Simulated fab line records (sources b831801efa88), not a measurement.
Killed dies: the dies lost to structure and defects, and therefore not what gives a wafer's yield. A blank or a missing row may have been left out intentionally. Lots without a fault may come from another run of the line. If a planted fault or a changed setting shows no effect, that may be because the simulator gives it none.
What tool caused it? + flow sky130 + Sampling: 13 lots, 39 wafers, 4 of 708 route steps

== WHAT EACH GAUGE READ, for each wafer ==
SKY_PASSIVATION_THK_MEAS_03.
| lot  | measured     | on           | PASSIVATION_CVD_02_THK (nm) |
|------|--------------|--------------|-----------------------------|
| L634 | day 43 21:05 | filmMetro-01 | 536 544 549                 |
| L635 | day 44 03:59 | filmMetro-01 | 534 536 548                 |
| L636 | day 44 11:28 | filmMetro-03 | 538 540 538                 |
| L641 | day 46 00:23 | filmMetro-01 | 533 531 545                 |
| L643 | day 46 19:00 | filmMetro-01 | 537 540 548                 |
| L645 | day 47 01:16 | filmMetro-04 | 534 532 542                 |
| L646 | day 47 10:31 | filmMetro-03 | 543 543 546                 |
| L649 | day 48 00:26 | filmMetro-01 | 536 545 544                 |
| L651 | day 48 05:27 | filmMetro-04 | 541 538 543                 |
| L654 | day 49 02:43 | filmMetro-01 | 546 544 542                 |
| L655 | day 49 08:46 | filmMetro-04 | 525 536 543                 |
| L656 | day 49 13:00 | filmMetro-04 | 538 539 542                 |
| L657 | day 49 13:19 | filmMetro-03 | 524 533 524                 |

SKY_PAD_OPEN_BOW_MEAS_13.
| lot  | measured     | on           | PAD_OPEN_BOW (um) |
|------|--------------|--------------|-------------------|
| L634 | day 45 19:44 | filmMetro-03 | 50 47 50          |
| L635 | day 46 01:04 | filmMetro-03 | 43 44 45          |
| L636 | day 46 08:13 | filmMetro-03 | 57 49 45          |
| L641 | day 47 20:19 | filmMetro-02 | 48 44 53          |
| L643 | day 48 11:56 | filmMetro-02 | 39 33 40          |
| L645 | day 48 18:23 | filmMetro-02 | 37 38 41          |
| L646 | day 49 02:44 | filmMetro-03 | 28 43 47          |
| L649 | day 49 15:59 | filmMetro-01 | 30 25 42          |
| L651 | day 49 19:32 | filmMetro-03 | 35 48 51          |
| L654 | day 50 14:43 | filmMetro-01 | 57 49 46          |
| L655 | day 50 20:12 | filmMetro-02 | 44 43 36          |
| L656 | day 50 23:16 | filmMetro-03 | 49 65 39          |
| L657 | day 50 23:37 | filmMetro-02 | 42 51 43          |

== WHAT TOOL EACH LOT RAN ON (gives the tool, then ch and the chambers of the sampled wafers, and finally the start) ==
| lot  | SKY_LDD_HVN_STRIP_09                | SKY_PASSIVATION_CVD_02          |
|------|-------------------------------------|---------------------------------|
| L634 | plasmaAsher-02 ch 0,1, day 20 03:05 | pecvd-02 ch 1,2, day 43 20:50   |
| L635 | plasmaAsher-04 ch 0,1, day 20 13:14 | pecvd-04 ch 0,1,2, day 44 03:46 |
| L636 | plasmaAsher-03 ch 0,1, day 20 23:01 | pecvd-02 ch 1,2, day 44 11:14   |
| L641 | plasmaAsher-02 ch 1, day 23 04:50   | pecvd-03 ch 0,1,2, day 46 00:09 |
| L643 | plasmaAsher-03 ch 0,1, day 24 01:31 | pecvd-03 ch 0,1,2, day 46 18:46 |
| L645 | plasmaAsher-04 ch 0,1, day 24 10:52 | pecvd-03 ch 0,1, day 47 01:02   |
| L646 | plasmaAsher-04 ch 0,1, day 25 09:40 | pecvd-02 ch 0,1,2, day 47 10:22 |
| L649 | plasmaAsher-03 ch 0,1, day 26 00:25 | pecvd-04 ch 0,1, day 48 00:06   |
| L651 | plasmaAsher-03 ch 0,1, day 26 10:22 | pecvd-03 ch 0,2, day 48 05:13   |
| L654 | plasmaAsher-02 ch 0,1, day 27 16:47 | pecvd-04 ch 0,1,2, day 49 02:35 |
| L655 | plasmaAsher-03 ch 0,1, day 27 18:02 | pecvd-04 ch 1,2, day 49 08:26   |
| L656 | plasmaAsher-03 ch 0,1, day 28 06:16 | pecvd-04 ch 0,2, day 49 12:47   |
| L657 | plasmaAsher-02 ch 0,1, day 28 08:07 | pecvd-03 ch 2, day 49 12:58     |
- SKY_LDD_HVN_STRIP_09: strips in O2/N2.
- SKY_PASSIVATION_CVD_02: deposits Si3N4, target thk 540 nm.

== AS READ BY THE TOOLS THEMSELVES (means over the sampled wafers that have a number; for cases with no such wafer, the mark the record gives instead) ==
SKY_LDD_HVN_STRIP_09.
| lot  | tool           | drypumpMotorCurrentA (A) | oesProductAu (a.u.) | stripTimeToEndpointS (s) |
|------|----------------|--------------------------|---------------------|--------------------------|
| L634 | plasmaAsher-02 | 5.56                     | 0.409               | 4.140                    |
| L635 | plasmaAsher-04 | 5.76                     | 0.411               | 4.132                    |
| L636 | plasmaAsher-03 | 5.25                     | 0.410               | 4.146                    |
| L641 | plasmaAsher-02 | 5.53                     | 0.413               | 4.137                    |
| L643 | plasmaAsher-03 | 5.34                     | 0.408               | 4.134                    |
| L645 | plasmaAsher-04 | 5.80                     | 0.413               | 4.136                    |
| L646 | plasmaAsher-04 | 5.79                     | 0.408               | 4.133                    |
| L649 | plasmaAsher-03 | 5.24                     | 0.410               | 4.136                    |
| L651 | plasmaAsher-03 | 5.34                     | 0.410               | 4.138                    |
| L654 | plasmaAsher-02 | 5.59                     | 0.406               | 4.154                    |
| L655 | plasmaAsher-03 | 5.24                     | 0.409               | 4.134                    |
| L656 | plasmaAsher-03 | 5.23                     | 0.408               | 4.155                    |
| L657 | plasmaAsher-02 | 5.57                     | 0.408               | 4.129                    |

SKY_PASSIVATION_CVD_02.
| lot  | tool     | heaterPowerOuterW (W) | heaterPowerW (W) |
|------|----------|-----------------------|------------------|
| L634 | pecvd-02 | 523                   | 852              |
| L635 | pecvd-04 | 431                   | 709              |
| L636 | pecvd-02 | 490                   | 794              |
| L641 | pecvd-03 | 350                   | 595              |
| L643 | pecvd-03 | 382                   | 651              |
| L645 | pecvd-03 | 400                   | 669              |
| L646 | pecvd-02 | 470                   | 764              |
| L649 | pecvd-04 | 495                   | 800              |
| L651 | pecvd-03 | 393                   | 652              |
| L654 | pecvd-04 | 491                   | 768              |
| L655 | pecvd-04 | 393                   | 652              |
| L656 | pecvd-04 | 486                   | 755              |
| L657 | pecvd-03 | 353                   | 609              |

== THE ANSWER, worked out from the rows above alone ==
Rule: what is usual is taken from the lots themselves. The widest of any qualifying gaps counts: lots, ordered by their means at a reading, are off when they make up no more than a third of the lots, leave a main group of 4 or more, and stand apart from it by 3 or more times the standard deviation of that group's means. Not used: any main group whose means are identical at the precision the tables above print for the reading. Also off: a lot with no number at a reading for which 4 or more lots have one. All remaining lots with rows at the step are treated as sound. First the gauges in route order, then the tools' own readings, where a lot's mean is used as printed above. At the first step where some lot is off, the reading lying furthest off is the one used; lots without a number count as furthest.
Nothing can be told from this: no lot is off at any reading shown.

== WHAT THE SIMULATOR PUT IN ==
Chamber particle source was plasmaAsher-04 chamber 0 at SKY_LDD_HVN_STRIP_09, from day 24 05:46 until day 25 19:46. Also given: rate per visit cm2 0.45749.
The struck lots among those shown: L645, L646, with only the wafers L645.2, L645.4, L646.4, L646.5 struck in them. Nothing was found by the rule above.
